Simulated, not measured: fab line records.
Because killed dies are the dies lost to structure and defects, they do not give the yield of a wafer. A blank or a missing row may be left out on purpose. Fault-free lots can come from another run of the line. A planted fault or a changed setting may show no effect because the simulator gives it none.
The tool behind it: which one?    flow gf180mcu    18 wafers from 6 lots sampled at 2 of the route's 602 steps

== WHAT EACH GAUGE READ, for each wafer ==
GF_MIM_THK_MEAS_11: measures by xrf.
lot   measured      on            MIM_ALCU_THK (nm)
L508  day 25 14:26  filmMetro-02  198.9 202.8 202.1
L511  day 26 18:02  filmMetro-03  203.2 203.7 201.6
L513  day 27 15:29  filmMetro-03  201.8 204.1 203.4
L518  day 28 20:53  filmMetro-04  199.0 199.7 200.4
L525  day 30 18:40  filmMetro-02  194.9 197.0 196.1
L528  day 31 11:52  filmMetro-02  202.0 204.0 203.2

== TOOL THAT RAN EACH LOT (tool first, then ch and the chambers of the sampled wafers, then the start) ==
lot   GF_HV_LDD_STRIP_10
L508  plasmaAsher-02 ch 0,1, day 10 16:05
L511  plasmaAsher-02 ch 0,1, day 11 20:07
L513  plasmaAsher-01 ch 0,1, day 12 16:25
L518  plasmaAsher-01 ch 0,1, day 13 23:05
L525  plasmaAsher-04 ch 0,1, day 16 01:10
L528  plasmaAsher-04 ch 0,1, day 16 22:23
- GF_HV_LDD_STRIP_10: strips in O2/N2.

== THE ANSWER, worked out from the rows above alone ==
Rule: usual is defined by the lots themselves. Put in order of their means at a reading, lots are off if they are a third of the lots or fewer, leave a main group of 4 or more, and stand apart from it by a gap of 3 or more times the standard deviation of the main group's means; of several such gaps the widest counts. The tables above print the reading to a certain number of digits; a main group whose means all agree to those digits is not used. Also off: a lot with no number at a reading for which 4 or more lots have one. The other lots that the step has rows for count as sound.
Across all readings shown, no lot is off: no conclusion can be drawn from this.

== WHAT HAD BEEN PUT IN BY THE SIMULATOR ==
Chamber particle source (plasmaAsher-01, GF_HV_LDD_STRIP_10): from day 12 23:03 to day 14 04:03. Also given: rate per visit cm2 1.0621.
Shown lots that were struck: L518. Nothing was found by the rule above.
